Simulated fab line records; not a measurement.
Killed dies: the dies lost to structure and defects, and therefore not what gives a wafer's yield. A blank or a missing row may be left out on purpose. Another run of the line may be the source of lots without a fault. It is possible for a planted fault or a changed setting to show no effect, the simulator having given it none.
fab line records | flow sky130
record: lots: 12 wafers: 36 last-day: 50
route steps=708 shown VT_ADJUST_HVTP@95 VT_ADJUST_HVTR@138 SONOS_TUNNEL@163 PAD_OPEN@708
lots untouched by any fault: they come from a run of this same line in which no faults occurred
start-h: hours from the record's opening day to when the first of the lot's shown wafers began | wait-h: hours from the lot's prior step to this one | " as in the row above | L1.1+2: one row covering several wafers at once | - no value, or no start given | * or withheld: withheld | < > ~ a bound
route shown NAME@n: names a module that has steps shown in the file, with the first one's number in the route | usual: the fault-free wafers' mean and standard deviation | same: alike in all rows | chamber/n: place in a boat | sites: each site's reading | _std_site: how widely they spread, as a standard deviation | _edge_site: the outer-site mean with the inner-site mean subtracted | radius-mm: how far each site lies from the wafer's centre | mask NAME#n: copy n | behind: the tool/chamber that last shaped the wafer | hold: why the lot went on hold/how many hours it stayed there/how the hold came to an end | device: names the non-switching transistor (n, p or np) | end of line: the tests these same wafers got at the end of their route | a step without rows: its recipe alone | killed: the dies lost at the first sort to structure and to defects; this is not the yield of the wafer | map: a wafer's dies, marking killed ones x, the rest . and places with no die _
set.NAME: the run value of the setting; set.NAME@STEP: its run value at that earlier step | model.NAME: the simulator's own value behind a step, which no gauge read
one table for each step of the route and one row for each wafer, over a sample of lots
services: the hour from which a tool's chamber was out of use, counted from the record's first day as start-h (under 0 if before that day), plus the number of hours and why
== steps ==
step: SKY_VT_ADJUST_HVTP_STRIP_10
recipe: chemistry: O2/N2 power-w: 1400 pressure-mtorr: 1500 platen-temp-c: withheld o2-flow-sccm: 3000 n2-flow-sccm: 300 overash-fraction: 0.5
usual: drypump-motor-current-A: 6.0/0.36 oes-product-au: 0.716/0.0046 strip-time-to-endpoint-s: 14.19/0.036
columns lot.wafer tool chamber start-h wait-h drypump-motor-current-A oes-product-au rf-hours-counter-h strip-time-to-endpoint-s
L886.1 plasma-asher-03 0 124.53 0.1 6.3 0.710 43 14.15
L886.2 " 1 " " 5.9 0.719 43 14.20
L886.3 " 0 " " 6.3 0.709 - 14.17
L889.2 plasma-asher-04 1 150.50 0.1 5.5 0.724 44 14.16
L889.5 " 0 " " 6.3 0.721 - 14.17
L889.6 " 1 " " 5.6 0.723 - 14.18
L890.1 plasma-asher-04 1 152.53 0.1 5.5 0.721 45 14.25
L890.3 " 0 " " 6.2 0.712 - 14.25
L890.6 " 0 " " 6.2 0.714 - 14.26
L891.1 plasma-asher-03 0 160.80 0.1 6.3 0.711 47 14.26
L891.4 " 0 " " 6.3 0.718 - 14.23
L891.5 " 0 " " 6.3 0.720 - 14.23
L892.1 plasma-asher-04 0 166.28 0.1 6.2 0.716 46 14.15
L892.2 " 1 " " 5.5 0.708 46 14.12
L892.4 " 1 " " 5.5 0.720 - 14.14
L893.2 plasma-asher-03 0 172.18 0.1 6.3 0.707 48 14.18
L893.5 " 1 " " 5.9 0.714 - 14.15
L893.6 " 0 " " 6.3 0.719 - 14.17
L895.1 plasma-asher-03 1 190.50 0.1 5.9 0.724 49 14.26
L895.3 " 0 " " 6.3 0.711 - 14.21
L895.5 " 0 " " 6.3 0.720 - 14.24
L896.3 plasma-asher-03 0 201.08 0.1 6.3 0.726 - 14.20
L896.4 " 1 " " 5.9 0.720 - 14.23
L896.6 " 1 " " 5.9 0.713 - 14.23
L903.1 plasma-asher-03 1 240.00 0.1 6.0 0.717 55 14.17
L903.3 " 0 " " 6.3 0.717 - 14.16
L903.4 " 1 " " 5.9 0.717 - 14.17
L904.1 plasma-asher-04 0 246.50 0.1 6.2 0.721 54 14.14
L904.4 " 0 " " 6.2 0.716 - 14.15
L904.5 " 0 " " 6.2 0.715 - 14.21
L906.3 plasma-asher-02 1 257.23 0.1 5.2 0.721 - 14.19
L906.4 " 0 " " 5.1 0.722 - 14.22
L906.6 " 1 " " 5.2 0.710 - 14.22
L907.1 plasma-asher-04 0 267.10 0.1 6.2 0.713 56 14.20
L907.2 " 1 " " 5.5 0.719 56 14.20
L907.3 " 1 " " 5.5 0.713 - 14.16
step: SKY_VT_ADJUST_HVTR_CD_MEAS_07
recipe: target-cd-nm: 380
usual: cd-nm: 380/3
columns lot.wafer tool chamber start-h wait-h cd-nm
L886.1 cd-sem-02 - 205.93 0.1 376
L886.2 " - " " 378
L886.3 " - " " 374
L889.2 cd-sem-01 - 236.84 0.1 383
L889.5 " - " " 384
L889.6 " - " " 383
L890.1 cd-sem-01 - 239.39 0.1 385
L890.3 " - " " 382
L890.6 " - " " 384
L891.1 cd-sem-01 - 249.48 0.1 381
L891.4 " - " " 379
L891.5 " - " " 380
L892.1 cd-sem-02 - 255.94 0.1 379
L892.2 " - " " 380
L892.4 " - " " 380
L893.2 cd-sem-01 - 262.34 0.1 383
L893.5 " - " " 383
L893.6 " - " " 384
L895.1 cd-sem-02 - 283.23 0.1 380
L895.3 " - " " 377
L895.5 " - " " 377
L896.3 cd-sem-02 - 297.57 0.1 384
L896.4 " - " " 383
L896.6 " - " " 384
L903.1 cd-sem-01 - 342.92 0.1 376
L903.3 " - " " 376
L903.4 " - " " 375
L904.1 cd-sem-02 - 350.59 0.1 382
L904.4 " - " " 382
L904.5 " - " " 382
L906.3 cd-sem-01 - 362.61 0.1 379
L906.4 " - " " 379
L906.6 " - " " 378
L907.1 cd-sem-01 - 373.14 0.1 379
L907.2 " - " " 378
L907.3 " - " " 379
step: SKY_VT_ADJUST_HVTR_OVL_MEAS_08
usual: VT_ADJUST_HVTR_OVL: 1.1/1.5
columns lot.wafer tool chamber start-h wait-h VT_ADJUST_HVTR_OVL[nm]
L886.1 overlay-02 - 206.05 0.1 0.8
L886.2 " - " " 0.3
L886.3 " - " " 0.4
L889.2 overlay-01 - 236.95 0.1 0.7
L889.5 " - " " 0.6
L889.6 " - " " -2.4
L890.1 overlay-02 - 239.51 0.1 2.2
L890.3 " - " " 2.3
L890.6 " - " " 0.9
L891.1 overlay-02 - 249.60 0.1 1.4
L891.4 " - " " 2.1
L891.5 " - " " 5.4
L892.1 overlay-02 - 256.06 0.1 3.4
L892.2 " - " " 4.2
L892.4 " - " " 1.5
L893.2 overlay-02 - 262.45 0.1 1.9
L893.5 " - " " 0.6
L893.6 " - " " 1.5
L895.1 overlay-02 - 283.35 0.1 1.7
L895.3 " - " " 2.0
L895.5 " - " " 1.3
L896.3 overlay-02 - 297.66 0.1 2.7
L896.4 " - " " 3.2
L896.6 " - " " 4.5
L903.1 overlay-02 - 343.04 0.1 0.9
L903.3 " - " " -0.3
L903.4 " - " " -1.0
L904.1 overlay-02 - 350.71 0.1 -0.9
L904.4 " - " " -1.3
L904.5 " - " " -0.7
L906.3 overlay-02 - 362.71 0.1 2.6
L906.4 " - " " 1.5
L906.6 " - " " 1.5
L907.1 overlay-01 - 373.26 0.1 -0.3
L907.2 " - " " -0.7
L907.3 " - " " 0.3
step: SKY_SONOS_TUNNEL_IMPLANT_09
recipe: species: B energy-kev: 20.14 dose-cm2: 1e+12 tilt-deg: withheld
usual: beam-energy-keV: 20.138/0.0063 dose-ions-cm2: 1.0001e+12/1.2e+09 faraday-current-uA: 5.63/0.1
columns lot.wafer tool chamber start-h wait-h beam-energy-keV dose-ions-cm2 faraday-current-uA
L886.1 implanter-01 0 252.60 0.0 20.139 9.983e+11 5.58
L886.2 " 0 " " 20.140 1.0015e+12 5.75
L886.3 " 0 " " 20.140 1.0014e+12 5.38
L889.2 implanter-02 0 286.82 0.0 20.137 1.0002e+12 5.64
L889.5 " 0 " " 20.143 1.0006e+12 5.80
L889.6 " 0 " " 20.131 9.991e+11 5.62
L890.1 implanter-02 0 289.85 0.0 20.141 1.0005e+12 5.80
L890.3 " 0 " " 20.142 1.0006e+12 5.59
L890.6 " 0 " " 20.149 9.999e+11 5.59
L891.1 implanter-01 0 301.98 0.0 20.137 9.994e+11 5.60
L891.4 " 0 " " 20.140 9.993e+11 5.68
L891.5 " 0 " " 20.151 1.001e+12 5.62
L892.1 implanter-02 0 307.18 0.0 20.132 1.0007e+12 5.75
L892.2 " 0 " " 20.140 1.0014e+12 5.59
L892.4 " 0 " " 20.131 9.98e+11 5.87
L893.2 implanter-02 0 315.02 0.0 20.145 9.997e+11 5.85
L893.5 " 0 " " 20.138 1.0006e+12 5.71
L893.6 " 0 " " 20.141 9.998e+11 5.66
L895.1 implanter-04 0 337.00 0.0 20.142 1.0022e+12 5.57
L895.3 " 0 " " 20.143 1.0008e+12 5.58
L895.5 " 0 " " 20.136 1.0023e+12 5.60
L896.3 implanter-01 0 351.75 0.1 20.138 1.0005e+12 5.73
L896.4 " 0 " " 20.136 9.989e+11 5.78
L896.6 " 0 " " 20.138 9.972e+11 5.48
L903.1 implanter-02 0 398.83 0.0 20.130 9.89e+10 0.57
L903.3 " 0 " " 20.132 9.96e+10 0.57
L903.4 " 0 " " 20.130 9.86e+10 0.57
L904.1 implanter-01 0 407.00 0.0 20.142 9.985e+11 5.63
L904.4 " 0 " " 20.147 9.984e+11 5.53
L904.5 " 0 " " 20.142 9.987e+11 5.46
L906.3 implanter-02 0 420.28 0.1 20.139 1.006e+11 0.57
L906.4 " 0 " " 20.134 9.95e+10 0.56
L906.6 " 0 " " 20.135 9.86e+10 0.57
L907.1 implanter-04 0 432.19 0.0 20.139 1.0014e+12 5.60
L907.2 " 0 " " 20.143 9.997e+11 5.65
L907.3 " 0 " " 20.132 1.0004e+12 5.56
step: SKY_SONOS_TUNNEL_TW_MEAS_12
usual: SONOS_TUNNEL_TW: 197.0/2
columns lot.wafer tool chamber start-h wait-h SONOS_TUNNEL_TW
L886.1 film-metro-01 - 253.01 0.0 198.4
L886.2 " - " " 197.7
L886.3 " - " " 196.7
L889.2 film-metro-03 - 287.22 0.0 193.7
L889.5 " - " " 195.4
L889.6 " - " " 195.6
L890.1 film-metro-01 - 290.26 0.0 195.7
L890.3 " - " " 196.8
L890.6 " - " " 197.6
L891.1 film-metro-04 - 302.39 0.0 200.1
L891.4 " - " " 199.4
L891.5 " - " " 199.9
L892.1 film-metro-03 - 307.61 0.0 195.2
L892.2 " - " " 194.2
L892.4 " - " " 194.9
L893.2 film-metro-04 - 315.42 0.0 199.5
L893.5 " - " " 199.9
L893.6 " - " " 198.7
L895.1 film-metro-03 - 337.41 0.0 194.8
L895.3 " - " " 196.4
L895.5 " - " " 196.1
L896.3 film-metro-03 - 352.13 0.0 194.1
L896.4 " - " " 194.5
L896.6 " - " " 195.4
L903.1 film-metro-01 - 399.34 0.0 109.2
L903.3 " - " " 111.1
L903.4 " - " " 111.2
L904.1 film-metro-03 - 407.41 0.0 194.9
L904.4 " - " " 194.9
L904.5 " - " " 194.6
L906.3 film-metro-01 - 420.67 0.0 109.4
L906.4 " - " " 109.7
L906.6 " - " " 110.0
L907.1 film-metro-03 - 432.62 0.0 195.1
L907.2 " - " " 195.4
L907.3 " - " " 194.5
step: SKY_PAD_OPEN_PROBE_99
usual: killed_at_M0_to_M3: 43/7.7 killed_at_M4_up: 3.4/1.9 killed-at-contacts: 25/5.6 killed-at-front-end: 14/4.3 killed-at-other: 0.2/0.5 killed-dies: 86/10 killed-on-rim: 17/4.1 killed-open: 47/7.2 killed-short: 39/6.7
same: gross-dies: 492 killed-at-back-side: 0
columns lot.wafer tool chamber start-h wait-h killed_at_M0_to_M3 killed_at_M4_up killed-at-contacts killed-at-front-end killed-at-other killed-dies killed-on-rim killed-open killed-short
L886.1 prober-01 - 1079.14 0.1 42 2 20 17 0 81 15 39 42
L886.2 prober-01 - 1079.19 0.1 38 1 29 21 2 91 15 50 41
L886.3 prober-01 - 1079.24 0.2 41 3 28 22 0 94 18 52 42
L891.1 prober-02 - 1120.33 0.1 53 2 31 12 0 98 18 57 41
L891.4 prober-02 - 1120.48 0.2 41 1 25 13 1 81 16 40 41
L891.5 prober-02 - 1120.53 0.2 47 1 24 12 0 84 18 48 36
L892.1 prober-01 - 1128.10 0.1 51 1 20 17 1 90 17 48 42
L892.2 prober-01 - 1128.15 0.1 51 3 26 17 0 97 16 59 38
L892.4 prober-01 - 1128.25 0.2 30 1 29 17 0 77 12 40 37
L893.2 prober-02 - 1129.59 0.1 30 2 35 17 0 84 15 49 35
L893.5 prober-02 - 1129.74 0.2 40 8 29 8 0 85 22 51 34
L893.6 prober-02 - 1129.79 0.2 40 1 18 12 0 71 23 40 31
L903.1 prober-02 - 1185.21 0.1 30 1 23 27 0 81 16 43 38
L903.3 prober-02 - 1185.31 0.2 32 2 32 17 0 83 17 48 35
L903.4 prober-02 - 1185.36 0.2 39 2 24 14 1 80 17 39 41
L906.3 prober-01 - 1191.67 0.2 48 3 26 18 0 95 22 50 45
L906.4 prober-01 - 1191.72 0.2 43 5 31 7 0 86 10 50 36
L906.6 prober-01 - 1191.82 0.2 36 5 31 14 1 87 21 52 35
killed by level:class
L886.1 VIA3:geometric-particle:short=8 VIA2:geometric-particle:open=7 VIA1:geometric-particle:open=7 CONTACT:geometric-particle:open=6 CONTACT:geometric-particle:short=5 METAL2:geometric-particle:short=5 LOCAL_INTERCONNECT:geometric-particle:short=4 POLY_GATE:geometric-particle:open=4
L886.2 CONTACT:geometric-particle:open=10 VIA1:geometric-particle:open=10 LI_CONTACT:geometric-particle:open=9 VIA1:geometric-particle:short=6 METAL1:geometric-particle:short=5 METAL2:geometric-particle:short=5 FIELD_ISO:geometric-particle:open=4 FIELD_ISO:geometric-particle:short=4
L886.3 CONTACT:geometric-particle:open=11 METAL2:geometric-particle:short=10 VIA1:geometric-particle:open=10 LI_CONTACT:geometric-particle:open=8 FIELD_ISO:geometric-particle:short=6 VIA3:geometric-particle:open=5 FIELD_ISO:geometric-particle:open=4 POLY_GATE:geometric-particle:open=4
L891.1 VIA1:geometric-particle:open=16 CONTACT:geometric-particle:open=15 LI_CONTACT:geometric-particle:open=7 METAL1:geometric-particle:short=7 VIA2:geometric-particle:open=6 VIA3:geometric-particle:short=6 CONTACT:geometric-particle:short=5 VIA1:geometric-particle:short=5
L891.4 CONTACT:geometric-particle:open=11 VIA2:geometric-particle:open=10 VIA1:geometric-particle:open=9 FIELD_ISO:geometric-particle:short=6 METAL2:geometric-particle:short=6 LOCAL_INTERCONNECT:geometric-particle:short=5 CONTACT:geometric-particle:short=5 VIA3:geometric-particle:short=5
L891.5 VIA1:geometric-particle:open=10 CONTACT:geometric-particle:open=8 VIA2:geometric-particle:short=6 LI_CONTACT:geometric-particle:open=6 VIA2:geometric-particle:open=6 POLY_GATE:geometric-particle:short=4 VIA3:geometric-particle:open=4 METAL1:geometric-particle:open=4
L892.1 VIA1:geometric-particle:open=11 FIELD_ISO:geometric-particle:short=7 CONTACT:geometric-particle:open=7 VIA1:geometric-particle:short=6 METAL2:geometric-particle:short=6 LI_CONTACT:geometric-particle:open=6 METAL1:geometric-particle:short=6 VIA2:geometric-particle:open=6
L892.2 VIA1:geometric-particle:open=15 CONTACT:geometric-particle:open=14 FIELD_ISO:geometric-particle:short=8 LI_CONTACT:geometric-particle:open=6 METAL1:geometric-particle:short=6 FIELD_ISO:geometric-particle:open=5 VIA2:geometric-particle:open=5 VIA3:geometric-particle:open=5
L892.4 CONTACT:geometric-particle:open=10 VIA1:geometric-particle:open=9 CONTACT:geometric-particle:short=8 FIELD_ISO:geometric-particle:short=7 FIELD_ISO:geometric-particle:open=5 LI_CONTACT:geometric-particle:open=5 METAL1:geometric-particle:short=5 LOCAL_INTERCONNECT:geometric-particle:short=4
L893.2 CONTACT:geometric-particle:open=12 LI_CONTACT:geometric-particle:open=9 LOCAL_INTERCONNECT:geometric-particle:short=7 FIELD_ISO:geometric-particle:short=6 VIA1:geometric-particle:open=6 VIA2:geometric-particle:open=6 METAL1:geometric-particle:short=5 FIELD_ISO:geometric-particle:open=4
L893.5 VIA1:geometric-particle:open=15 CONTACT:geometric-particle:open=13 LI_CONTACT:geometric-particle:open=6 VIA1:geometric-particle:short=6 LOCAL_INTERCONNECT:geometric-particle:short=6 METAL4:geometric-particle:short=6 VIA2:geometric-particle:open=4 METAL3:geometric-particle:short=4
L893.6 VIA1:geometric-particle:open=8 CONTACT:geometric-particle:open=6 METAL1:geometric-particle:short=6 METAL2:geometric-particle:short=6 VIA2:geometric-particle:open=6 LI_CONTACT:geometric-particle:open=5 FIELD_ISO:geometric-particle:short=4 CONTACT:geometric-particle:short=4
L903.1 CONTACT:geometric-particle:open=9 FIELD_ISO:geometric-particle:open=7 POLY_GATE:geometric-particle:short=7 VIA1:geometric-particle:open=7 FIELD_ISO:geometric-particle:short=6 POLY_GATE:geometric-particle:open=6 LI_CONTACT:geometric-particle:open=6 VIA1:geometric-particle:short=6
L903.3 CONTACT:geometric-particle:open=9 LI_CONTACT:geometric-particle:open=8 VIA1:geometric-particle:open=8 FIELD_ISO:geometric-particle:open=6 METAL1:geometric-particle:short=5 LOCAL_INTERCONNECT:geometric-particle:short=5 VIA2:geometric-particle:open=5 FIELD_ISO:geometric-particle:short=4
L903.4 CONTACT:geometric-particle:open=9 VIA3:geometric-particle:open=9 VIA2:geometric-particle:open=6 FIELD_ISO:geometric-particle:short=5 CONTACT:geometric-particle:short=5 METAL3:geometric-particle:short=5 LI_CONTACT:geometric-particle:open=4 LOCAL_INTERCONNECT:geometric-particle:short=4
L906.3 VIA1:geometric-particle:open=12 CONTACT:geometric-particle:open=9 VIA2:geometric-particle:open=7 POLY_GATE:geometric-particle:short=6 LI_CONTACT:geometric-particle:open=6 POLY_GATE:geometric-particle:open=5 CONTACT:geometric-particle:short=5 METAL1:geometric-particle:short=5
L906.4 LI_CONTACT:geometric-particle:open=12 CONTACT:geometric-particle:open=9 VIA3:geometric-particle:open=8 VIA2:geometric-particle:open=7 VIA1:geometric-particle:short=7 VIA1:geometric-particle:open=5 LI_CONTACT:geometric-particle:short=4 METAL2:geometric-particle:short=4
L906.6 LI_CONTACT:geometric-particle:open=11 CONTACT:geometric-particle:open=10 VIA2:geometric-particle:open=7 METAL1:geometric-particle:short=7 CONTACT:geometric-particle:short=6 POLY_GATE:geometric-particle:open=5 METAL4:geometric-particle:short=5 VIA3:geometric-particle:open=5
== services ==
columns tool chamber start-h hours kind
implanter-02 - 108.66 1.7 repair
implanter-04 - 127.07 14.2 pm
plasma-asher-04 - 159.48 1.5 repair
implanter-01 - 164.39 3.7 repair
implanter-01 - 215.34 1.3 repair
plasma-asher-02 - 238.85 1.7 repair
implanter-02 - 264.97 0.7 repair
plasma-asher-02 - 281.11 0.3 repair
plasma-asher-03 - 289.90 7.0 repair
implanter-04 - 416.39 3.6 repair
plasma-asher-03 - 421.25 9.0 pm
plasma-asher-03 0 421.25 9.0 vent-cycle
plasma-asher-03 1 421.25 9.0 vent-cycle
plasma-asher-03 0 430.25 - clean
plasma-asher-03 1 430.25 - clean
== key ==
first-sign: step: SKY_SONOS_TUNNEL_IMPLANT_09 reading: dose-ions-cm2 direction: down sigmas: 99+ usual: * struck: *
effect: step: SKY_SONOS_TUNNEL_IMPLANT_09 reading: faraday-current-uA direction: down sigmas: 50 usual: 5.63 struck: 0.57
effect: step: SKY_SONOS_TUNNEL_TW_MEAS_12 reading: SONOS_TUNNEL_TW direction: down sigmas: 43 usual: 197.0 struck: 110.1
met-at SKY_SONOS_TUNNEL_IMPLANT_09
struck-lots L903,L906
tester-left-out L903,L906
not-acting-at SKY_VT_ADJUST_HVTP_STRIP_10,SKY_VT_ADJUST_HVTR_CD_MEAS_07,SKY_VT_ADJUST_HVTR_OVL_MEAS_08
onset-between 315.02 398.83
fault: kind: process-parameter-drift tool: implanter-02 chamber: - onset-h: 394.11 steps: SKY_SONOS_TUNNEL_IMPLANT_09 channel: dose-cm2 offset: * shape: step end-h: 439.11 acts-in: * stated: *
tester-left-out: of these lots the tester's yield and bins aren't shown, on N5 and GAA mostly nor the transistor test; their killed dies are dies lost to structure and defects alone, not to doping, threshold or leakage, so they don't give the yield
